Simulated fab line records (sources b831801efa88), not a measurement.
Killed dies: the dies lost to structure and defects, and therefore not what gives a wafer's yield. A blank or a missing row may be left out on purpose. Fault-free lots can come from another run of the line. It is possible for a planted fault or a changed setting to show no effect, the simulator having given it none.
Matching of chambers	flow sky130	SKY_VIA1_CMP_02 on cmp-02 has 4 sister chambers
The step polishes SiO2. 16 wafers are shown with their chamber, then 8 later ones without.

== WAFERS WITH THEIR CHAMBER ==
wafer	chamber	motor current A (A)
L841.4	3	12.4
L841.5	3	12.5
L841.6	0	13.7
L844.1	3	12.8
L844.2	1	12.2
L844.4	2	11.2
L845.3	3	12.4
L845.4	1	12.4
L845.6	0	13.7
L846.2	2	11.1
L846.3	0	12.8
L846.5	2	11.0
L848.1	3	12.7
L848.5	2	11.2
L848.6	3	13.0
L849.1	1	11.7

SIGNATURES (means of the wafers above)
reading	chamber 0	chamber 1	chamber 2	chamber 3	scatter within a chamber
motor current A	13.400	12.100	11.125	12.633	0.306
Rule: for a wafer and a chamber, the distance is found by dividing, reading by reading, the gap between the wafer's reading and the chamber's mean by the reading's scatter, squaring, summing and taking the root. The wafer belongs to the nearest chamber; if the next one is less than 2 further off, it can't be placed. The scatter: the root of (the sum of the squares of (reading less its chamber's mean) over the shown wafers, divided by (wafers less chambers)).

== WAFERS WITH NO CHAMBER GIVEN ==
wafer	motor current A (A)
L849.2	11.3
L849.4	12.4
L851.1	12.0
L851.3	13.3
L851.5	11.9
L861.1	13.2
L861.3	12.3
L861.5	12.9

== WHICH CHAMBER EACH WENT THROUGH ==
wafer	from the rows above	in truth
L849.2	2	2
L849.4	can't be placed: 3 or 1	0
L851.1	can't be placed: 1 or 3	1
L851.3	can't be placed: 0 or 3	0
L851.5	can't be placed: 1 or 3 or 2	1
L861.1	can't be placed: 0 or 3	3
L861.3	can't be placed: 1 or 3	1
L861.5	can't be placed: 3 or 0 or 1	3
Placed correctly: 1 of 8. Cannot be placed on the basis of these rows: 7; the candidates contain the true chamber in 6. Placed wrongly: 0.
